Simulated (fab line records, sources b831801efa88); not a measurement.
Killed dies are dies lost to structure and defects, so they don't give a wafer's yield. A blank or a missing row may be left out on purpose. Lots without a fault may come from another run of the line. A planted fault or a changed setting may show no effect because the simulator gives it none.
Which tool did it? | flow gf180mcu | 14 lots, 42 wafers sampled, at 5 steps of a route of 602

WHAT THE GAUGES READ, wafer by wafer
GF_MIM_THK_MEAS_11: measures by xrf. Usual: MIM_ALCU_THK 201.6 nm, standard deviation 2.5.
lot  | measured     | on            | MIM_ALCU_THK (nm) | flag
L474 | day 25 04:46 | film_metro-04 | 196.4 197.4 198.2 |
L475 | day 25 06:35 | film_metro-04 | 200.2 198.9 200.2 |
L476 | day 25 09:37 | film_metro-04 | 196.9 195.8 195.5 |
L477 | day 26 04:26 | film_metro-04 | 203.1 200.9 204.5 |
L478 | day 27 00:43 | film_metro-01 | 200.7 198.6 201.5 |
L479 | day 27 02:51 | film_metro-04 | 203.4 203.3 203.1 |
L481 | day 27 16:35 | film_metro-04 | 199.8 200.2 203.3 |
L486 | day 29 04:25 | film_metro-01 | 202.6 201.7 203.5 |
L490 | day 30 13:44 | film_metro-04 | 199.3 203.7 202.4 |
L492 | day 30 18:15 | film_metro-04 | 200.0 204.5 202.7 |
L494 | day 31 06:49 | film_metro-02 | 205.2 204.9 205.2 |
L495 | day 31 13:19 | film_metro-02 | 203.8 202.2 203.9 |
L496 | day 32 04:35 | film_metro-02 | 201.5 199.6 199.9 |
L497 | day 32 07:07 | film_metro-04 | 199.7 198.1 199.1 |

GF_M5_OVL_MEAS_08. Usual: M5_OVL 0 nm, standard deviation 5.
lot  | measured     | on         | M5_OVL (nm) | flag
L474 | day 26 22:58 | overlay-01 | -5 2 -4     |
L475 | day 27 01:13 | overlay-01 | -1 2 5      |
L476 | day 27 05:11 | overlay-02 | 3 0 -8      |
L477 | day 27 23:02 | overlay-02 | -1 -5 -6    |
L478 | day 28 15:32 | overlay-01 | -3 -6 -2    |
L479 | day 28 19:50 | overlay-02 | 9 9 4       |
L481 | day 29 08:03 | overlay-01 | 1 7 6       |
L486 | day 30 19:14 | overlay-01 | 4 -2 2      |
L490 | day 32 00:50 | overlay-02 | 2 -4 9      |
L492 | day 32 06:02 | overlay-02 | -3 -2 -1    |
L494 | day 32 17:13 | overlay-02 | 8 -7 3      |
L495 | day 33 00:21 | overlay-01 | 2 5 3       |
L496 | day 33 13:28 | overlay-02 | 6 4 3       |
L497 | day 33 15:26 | overlay-02 | 4 2 1       |

GF_V5_THK_MEAS_03. Usual: V5_CVD_02_THK 1443 nm, standard deviation 17.
lot  | measured     | on            | V5_CVD_02_THK (nm) | flag
L474 | day 26 23:53 | film_metro-02 | 1430 1449 1466     |
L475 | day 27 02:08 | film_metro-02 | 1418 1434 1445     |
L476 | day 27 06:05 | film_metro-02 | 1441 1436 1458     |
L477 | day 28 00:17 | film_metro-03 | 1448 1430 1461     |
L478 | day 28 16:26 | film_metro-03 | 1435 1429 1452     |
L479 | day 28 20:52 | film_metro-02 | 1456 1122 1477     | OFF
L481 | day 29 09:05 | film_metro-02 | 1456 1443 1473     |
L486 | day 30 20:08 | film_metro-03 | 1437 1413 1155     | OFF
L490 | day 32 01:47 | film_metro-04 | 1436 1435 1462     |
L492 | day 32 06:57 | film_metro-03 | 1438 1427 1436     |
L494 | day 32 18:10 | film_metro-02 | 1409 1436 1445     |
L495 | day 33 01:16 | film_metro-04 | 1435 1428 1468     |
L496 | day 33 14:23 | film_metro-04 | 1439 1431 1424     |
L497 | day 33 16:23 | film_metro-03 | 1441 1431 1456     |

WHICH TOOL RAN EACH LOT (tool, then ch and the chambers of the sampled wafers, then the start)
lot  | GF_MIM_CVD_05                   | GF_V5_CVD_02
L474 | pecvd-02 ch 0,1,2, day 25 04:26 | pecvd-01 ch 0,2, day 26 23:46
L475 | pecvd-03 ch 0,1, day 25 06:14   | pecvd-04 ch 0,2, day 27 02:01
L476 | pecvd-01 ch 0,1, day 25 09:17   | pecvd-01 ch 0,2, day 27 05:59
L477 | pecvd-02 ch 0,1, day 26 04:07   | pecvd-02 ch 0,1, day 28 00:11
L478 | pecvd-02 ch 1,2, day 27 00:25   | pecvd-01 ch 0,1, day 28 16:20
L479 | pecvd-01 ch 0,2, day 27 02:32   | pecvd-01 ch 0,1,2, day 28 20:45
L481 | pecvd-02 ch 0,1,2, day 27 16:16 | pecvd-04 ch 1,2, day 29 08:58
L486 | pecvd-02 ch 0,1,2, day 29 04:06 | pecvd-01 ch 0,1,2, day 30 20:02
L490 | pecvd-03 ch 0,2, day 30 13:25   | pecvd-02 ch 1,2, day 32 01:40
L492 | pecvd-01 ch 0,1, day 30 17:56   | pecvd-04 ch 0,1,2, day 32 06:50
L494 | pecvd-02 ch 0,1, day 31 06:29   | pecvd-02 ch 0,1,2, day 32 18:02
L495 | pecvd-03 ch 0,1, day 31 13:00   | pecvd-02 ch 0,1, day 33 01:09
L496 | pecvd-02 ch 0,1,2, day 32 04:17 | pecvd-02 ch 0,1,2, day 33 14:16
L497 | pecvd-02 ch 0,1,2, day 32 06:47 | pecvd-02 ch 0,2, day 33 16:16
- GF_MIM_CVD_05: deposits Si3N4, target thk 42 nm, time 29.086 s.
- GF_V5_CVD_02: deposits SiO2 from TEOS, target thk 1450 nm, time 163.28 s.

WHAT THE TOOLS THEMSELVES READ (means of the sampled wafers that have a number; where no wafer has one, the mark that the record gives instead)
GF_MIM_CVD_05. Usual: heater_power_outer_w 387 W, standard deviation 67; heater_power_w 647 W, standard deviation 94.
lot  | tool     | heater_power_outer_w (W) | heater_power_w (W) | flag
L474 | pecvd-02 | 407                      | 671                |
L475 | pecvd-03 | 394                      | 670                |
L476 | pecvd-01 | 460                      | 728                |
L477 | pecvd-02 | 362                      | 631                |
L478 | pecvd-02 | 436                      | 720                |
L479 | pecvd-01 | 304                      | 566                |
L481 | pecvd-02 | 393                      | 651                |
L486 | pecvd-02 | 365                      | 612                |
L490 | pecvd-03 | 365                      | 620                |
L492 | pecvd-01 | 417                      | 677                |
L494 | pecvd-02 | 370                      | 630                |
L495 | pecvd-03 | 397                      | 671                |
L496 | pecvd-02 | 361                      | 602                |
L497 | pecvd-02 | 384                      | 634                |

GF_V5_CVD_02. Usual: heater_power_outer_w 382 W, standard deviation 76; heater_power_w 648 W, standard deviation 93.
lot  | tool     | heater_power_outer_w (W) | heater_power_w (W) | flag
L474 | pecvd-01 | 369                      | 642                |
L475 | pecvd-04 | 405                      | 707                |
L476 | pecvd-01 | 305                      | 586                |
L477 | pecvd-02 | 336                      | 568                |
L478 | pecvd-01 | 445                      | 715                |
L479 | pecvd-01 | 409                      | 693                |
L481 | pecvd-04 | 326                      | 587                |
L486 | pecvd-01 | 391                      | 658                |
L490 | pecvd-02 | 437                      | 715                |
L492 | pecvd-04 | 360                      | 647                |
L494 | pecvd-02 | 359                      | 598                |
L495 | pecvd-02 | 364                      | 623                |
L496 | pecvd-02 | 370                      | 622                |
L497 | pecvd-02 | 369                      | 590                |

THE ANSWER, worked out from the rows above alone
Rule: a lot is off if the mean of its wafers that have a number lies more than 3 standard deviations from the usual mean. A lot without any number at a reading at which 4 lots or more have one is off too. The other lots that the step has rows for count as sound. The gauges are gone through in route order, then the tools' own readings, and for those a lot's mean is taken as printed above. The first step at which some lot is off is used, and at that step the reading that is off furthest; a lot without a number counts as furthest.
Off: L479, L486, at GF_V5_THK_MEAS_03 (V5_CVD_02_THK).
A tool fits if, at a process step before that reading, it ran every lot that is off, and no sound lot after the first of them. The gauges at GF_V5_THK_MEAS_03 are tried like those tools. One fits: pecvd-01 at GF_V5_CVD_02. Its last sound lot is L478 (day 28 16:20), its first lot that is off L479 (day 28 20:45): a fault that began between those two fits.

WHAT THE SIMULATOR HAD PUT IN
Site profile drift: pecvd-01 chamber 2, from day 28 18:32 on, at GF_V5_CVD_02. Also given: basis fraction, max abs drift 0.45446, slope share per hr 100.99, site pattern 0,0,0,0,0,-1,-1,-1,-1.
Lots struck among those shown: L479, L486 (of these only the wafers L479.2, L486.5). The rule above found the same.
